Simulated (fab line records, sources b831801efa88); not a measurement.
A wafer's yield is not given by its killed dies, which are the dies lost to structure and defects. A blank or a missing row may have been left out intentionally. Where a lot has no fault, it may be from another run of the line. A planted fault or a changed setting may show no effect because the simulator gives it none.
fab line records ; flow gf180mcu ; part 2 of 2: steps 26 to 34 of 34
record lots=5; wafers=15; last-day=35
route steps=602 shown V4@493 MIM@503 M5@526
lots that met no fault: from a run of the same line without faults
start-h: the number of hours between the record's first day and the start of the first shown wafer of the lot ; wait-h: hours since the lot's step before ; " the same as in the row above ; L1.1+2: one row covering several wafers at once ; - either no value or no given start ; * or withheld: withheld ; < > ~ a bound
route shown NAME@n: names a module that has steps shown in the file, with the first one's number in the route ; usual: the fault-free wafers' mean and standard deviation ; same: alike in all rows ; chamber/n: place in a boat ; sites: the reading at each site ; _std_site: their standard deviation ; _edge_site: mean of outer sites minus mean of inner sites ; radius-mm: how far each site lies from the wafer's centre ; mask NAME#n: copy n ; behind: the last tool/chamber to shape the wafer ; hold: why the lot was held/for how many hours/how that ended ; device: names the non-switching transistor (n, p or np) ; end of line: the same wafers' tests at the end of the route ; a step without rows: its recipe alone ; killed: the dies lost at the first sort to structure and to defects; this is not the yield of the wafer ; map: a wafer's dies, x killed, . not, _ none there
set.NAME: the setting the step ran with; set.NAME@STEP: the setting that earlier step ran with ; model.NAME: the simulator's own value behind a step, which no gauge read
lots at some steps of the route; a table a step, a row a wafer
services: when a tool's chamber went out of use (start-h, in hours from the record's first day, below 0 if earlier), for how many hours, and the reason
## steps
# step GF_MIM_SOFTBAKE_15
# recipe temp-c=90; time-s=60; resist=NOVOLAK
# usual resist-line-temp-C=23.00/0.11
lot.wafer;tool;chamber;start-h;wait-h;resist-line-temp-C
L077.2;litho-track-03;0;616.10;0.1;22.95
L077.3;litho-track-03;0;616.10;0.1;22.91
L077.4;litho-track-03;0;616.10;0.1;23.16
L089.1;litho-track-04;0;699.78;0.1;23.01
L089.2;litho-track-04;0;699.78;0.1;22.96
L089.6;litho-track-04;0;699.78;0.1;23.17
L090.1;litho-track-02;0;715.53;0.1;22.85
L090.2;litho-track-02;0;715.53;0.1;22.89
L090.6;litho-track-02;0;715.53;0.1;23.04
L092.3;litho-track-03;0;720.32;0.1;23.07
L092.4;litho-track-03;0;720.32;0.1;23.15
L092.5;litho-track-03;0;720.32;0.1;23.06
L097.2;litho-track-03;0;754.74;0.1;23.07
L097.5;litho-track-03;0;754.74;0.1;22.98
L097.6;litho-track-03;0;754.74;0.1;23.09
# step GF_MIM_EXPOSE_16
# recipe mask-id=FuseTop; target-cd-nm=2000; na=0.6; source-shape=conventional; sigma-outer=0.6; dose-mj=140
lot.wafer;tool;chamber;start-h;wait-h;mask
L077.2+3+4;iline-stepper-01;0;-;-;FuseTop#0
L089.1+2+6;iline-stepper-01;0;-;-;FuseTop#0
L090.1+2+6;iline-stepper-01;0;-;-;FuseTop#0
L092.3+4+5;iline-stepper-02;0;-;-;FuseTop#0
L097.2+5+6;iline-stepper-01;0;-;-;FuseTop#0
# step GF_MIM_PEB_17
# recipe temp-c=withheld; time-s=*; resist=NOVOLAK
# usual resist-line-temp-C=*
lot.wafer;tool;chamber;start-h;wait-h;resist-line-temp-C
L077.2;litho-track-03;0;-;-;*
L077.3;litho-track-03;0;-;-;*
L077.4;litho-track-03;0;-;-;*
L089.1;litho-track-03;0;-;-;*
L089.2;litho-track-03;0;-;-;*
L089.6;litho-track-03;0;-;-;*
L090.1;litho-track-03;0;-;-;*
L090.2;litho-track-03;0;-;-;*
L090.6;litho-track-03;0;-;-;*
L092.3;litho-track-03;0;-;-;*
L092.4;litho-track-03;0;-;-;*
L092.5;litho-track-03;0;-;-;*
L097.2;litho-track-03;0;-;-;*
L097.5;litho-track-03;0;-;-;*
L097.6;litho-track-03;0;-;-;*
# step GF_MIM_DEVELOP_18
# recipe develop-time-s=60; dev-temp-c=23
# usual resist-line-temp-C=23.01/0.1
lot.wafer;tool;chamber;start-h;wait-h;resist-line-temp-C
L077.2;litho-track-03;0;626.60;0.1;22.87
L077.3;litho-track-03;0;626.60;0.1;23.11
L077.4;litho-track-03;0;626.60;0.1;23.10
L089.1;litho-track-03;0;708.97;0.1;23.17
L089.2;litho-track-03;0;708.97;0.1;22.98
L089.6;litho-track-03;0;708.97;0.1;23.08
L090.1;litho-track-03;0;724.22;0.1;23.12
L090.2;litho-track-03;0;724.22;0.1;23.04
L090.6;litho-track-03;0;724.22;0.1;22.99
L092.3;litho-track-03;0;729.17;0.1;23.17
L092.4;litho-track-03;0;729.17;0.1;23.18
L092.5;litho-track-03;0;729.17;0.1;23.08
L097.2;litho-track-03;0;762.89;0.1;23.07
L097.5;litho-track-03;0;762.89;0.1;23.05
L097.6;litho-track-03;0;762.89;0.1;23.04
# step GF_MIM_METAL_ETCH_19
# recipe chemistry=Cl2/BCl3; mask-material=NOVOLAK; stop-on=Si3N4; target-depth-nm=324.5; pressure-mtorr=8; icp-w=800; bias-w=140; Cl2_flow_sccm=80; bcl3-flow-sccm=40; time-s=54.1
# usual drypump-motor-current-A=5.82/0.15; mfc-cl2-sccm=80.01/0.25; oes-product-au=0.941/0.0065; throttle-valve-pct=28.283/0.011
lot.wafer;tool;chamber;start-h;wait-h;drypump-motor-current-A;mfc-cl2-sccm;oes-product-au;rf-hours-counter-h;throttle-valve-pct
L077.2;rie-metal-02;0;626.72;0.1;5.73;80.01;0.942;6;28.283
L077.3;rie-metal-02;0;626.72;0.1;5.73;80.03;0.936;-;28.287
L077.4;rie-metal-02;1;626.72;0.1;5.66;80.28;0.946;-;28.279
L089.1;rie-metal-04;1;709.12;0.1;5.97;79.57;0.946;15;28.294
L089.2;rie-metal-04;0;709.12;0.1;6.03;79.72;0.939;14;28.291
L089.6;rie-metal-04;1;709.12;0.1;5.97;79.77;0.946;-;28.275
L090.1;rie-metal-02;1;724.37;0.1;5.69;79.51;0.945;4;28.293
L090.2;rie-metal-02;0;724.37;0.1;5.73;80.04;0.934;7;28.285
L090.6;rie-metal-02;0;724.37;0.1;5.73;80.27;0.938;-;28.281
L092.3;rie-metal-04;0;729.32;0.1;6.05;80.10;0.942;-;28.274
L092.4;rie-metal-04;0;729.32;0.1;6.03;80.19;0.937;-;28.285
L092.5;rie-metal-04;0;729.32;0.1;6.03;80.27;0.944;-;28.276
L097.2;rie-metal-03;0;763.02;0.1;5.86;79.74;0.944;5;28.294
L097.5;rie-metal-03;1;763.02;0.1;5.73;80.63;0.946;-;28.278
L097.6;rie-metal-03;0;763.02;0.1;5.86;79.72;0.942;-;28.290
# step GF_MIM_STRIP_20
# recipe chemistry=O2/N2; power-w=1400; pressure-mtorr=1500; platen-temp-c=250; o2-flow-sccm=3000; n2-flow-sccm=300; overash-fraction=0.5
# usual drypump-motor-current-A=5.6/0.37; heater-power-w=335/25; oes-product-au=0.691/0.0052; platen-temp-c=250.01/0.17; strip-time-to-endpoint-s=11.21/0.05
lot.wafer;tool;chamber;start-h;wait-h;drypump-motor-current-A;heater-power-w;oes-product-au;platen-temp-c;rf-hours-counter-h;strip-time-to-endpoint-s
L077.2;plasma-asher-01;0;626.79;0.0;5.7;337;0.697;250.16;20;11.16
L077.3;plasma-asher-01;1;626.79;0.0;5.7;373;0.687;249.86;-;11.13
L077.4;plasma-asher-01;0;626.79;0.0;5.6;343;0.695;249.72;-;11.23
L089.1;plasma-asher-04;1;709.19;0.0;6.2;321;0.701;250.08;110;11.27
L089.2;plasma-asher-04;0;709.19;0.0;5.3;351;0.689;249.93;110;11.31
L089.6;plasma-asher-04;1;709.19;0.0;6.2;325;0.696;250.11;-;11.29
L090.1;plasma-asher-04;0;724.44;0.0;5.3;353;0.688;250.25;112;11.29
L090.2;plasma-asher-04;1;724.44;0.0;6.2;310;0.677;249.88;112;11.17
L090.6;plasma-asher-04;0;724.44;0.0;5.3;361;0.684;250.25;-;11.19
L092.3;plasma-asher-03;1;729.44;0.1;5.6;301;0.677;249.75;-;11.14
L092.4;plasma-asher-03;0;729.44;0.1;5.1;313;0.686;250.17;-;11.18
L092.5;plasma-asher-03;0;729.44;0.1;5.1;306;0.696;249.95;-;11.19
L097.2;plasma-asher-04;0;763.09;0.0;5.3;363;0.688;250.11;2;11.17
L097.5;plasma-asher-04;1;763.09;0.0;6.2;299;0.685;250.18;-;11.13
L097.6;plasma-asher-04;0;763.09;0.0;5.3;364;0.687;249.95;-;11.13
# step GF_MIM_STRIP_21
# recipe chemistry=post-etch-residue-remover; time-s=1200; temp-c=72.5
# usual bath-guard-temp-C=72.2/0.52
lot.wafer;tool;chamber;start-h;wait-h;bath-guard-temp-C
L077.2;wet-bench-03;1;626.89;0.1;72.0
L077.3;wet-bench-03;1;626.89;0.1;71.9
L077.4;wet-bench-03;1;626.89;0.1;71.6
L089.1;wet-bench-03;3;709.29;0.1;71.4
L089.2;wet-bench-03;3;709.29;0.1;71.9
L089.6;wet-bench-03;3;709.29;0.1;71.2
L090.1;wet-bench-03;2;724.54;0.1;72.9
L090.2;wet-bench-03;2;724.54;0.1;73.0
L090.6;wet-bench-03;2;724.54;0.1;72.9
L092.3;wet-bench-01;3;729.51;0.0;73.2
L092.4;wet-bench-01;3;729.51;0.0;73.0
L092.5;wet-bench-01;3;729.51;0.0;73.0
L097.2;wet-bench-01;2;763.19;0.1;71.9
L097.5;wet-bench-01;2;763.19;0.1;72.0
L097.6;wet-bench-01;2;763.19;0.1;71.9
# step GF_MIM_CLEAN_22
# recipe chemistry=DIW; dry=n2-spin
lot.wafer;tool;chamber;start-h;wait-h
L077.2+3+4;wet-bench-03;1;627.23;0.0
L089.1+2+6;wet-bench-02;0;709.63;0.0
L090.1+2+6;wet-bench-01;0;725.29;0.0
L092.3+4+5;wet-bench-02;1;729.85;0.0
L097.2+5+6;wet-bench-03;1;763.53;0.0
# step GF_M5_DEHYDRATE_00
# recipe temp-c=200; time-s=60
# usual resist-line-temp-C=23.02/0.1
lot.wafer;tool;chamber;start-h;wait-h;resist-line-temp-C
L077.2;litho-track-04;0;637.16;9.8;22.74
L077.3;litho-track-04;0;637.16;9.8;22.99
L077.4;litho-track-04;0;637.16;9.8;22.97
L089.1;litho-track-03;0;717.92;8.2;22.98
L089.2;litho-track-03;0;717.92;8.2;22.80
L089.6;litho-track-03;0;717.92;8.2;22.91
L090.1;litho-track-01;0;733.76;8.4;23.00
L090.2;litho-track-01;0;733.76;8.4;22.97
L090.6;litho-track-01;0;733.76;8.4;23.02
L092.3;litho-track-03;0;737.97;8.0;23.08
L092.4;litho-track-03;0;737.97;8.0;22.93
L092.5;litho-track-03;0;737.97;8.0;23.01
L097.2;litho-track-03;0;770.24;6.6;23.13
L097.5;litho-track-03;0;770.24;6.6;22.98
L097.6;litho-track-03;0;770.24;6.6;23.00
## services
tool;chamber;start-h;hours;kind
cmp-02;-;603.08;0.3;repair
cvd-w-01;0;607.95;5.8;repair
iline-stepper-01;-;617.39;1.7;pm
cvd-w-01;-;628.78;1.2;repair
rie-metal-04;1;630.86;7.6;repair
cmp-02;-;634.53;10.5;repair
rie-metal-04;-;636.00;1.4;pm
pvd-sputter-04;-;639.50;18.9;repair
iline-stepper-01;-;649.67;8.4;repair
plasma-asher-04;-;651.23;20.7;repair
cvd-w-01;-;680.78;1.1;repair
pvd-sputter-03;-;681.14;3.3;repair
iline-stepper-01;-;681.53;8.9;repair
pvd-sputter-04;-;700.63;18.3;repair
cmp-02;-;707.28;2.5;pm
cvd-w-01;0;717.69;3.5;repair
pvd-sputter-01;-;721.80;2.4;repair
plasma-asher-04;-;733.75;9.0;pm
cmp-02;-;744.29;0.6;repair
pecvd-04;0;748.74;22.7;repair
cmp-02;-;751.50;9.5;pm
plasma-asher-03;-;755.26;2.9;repair
cmp-02;-;761.89;2.5;repair
plasma-asher-04;-;766.21;0.9;repair
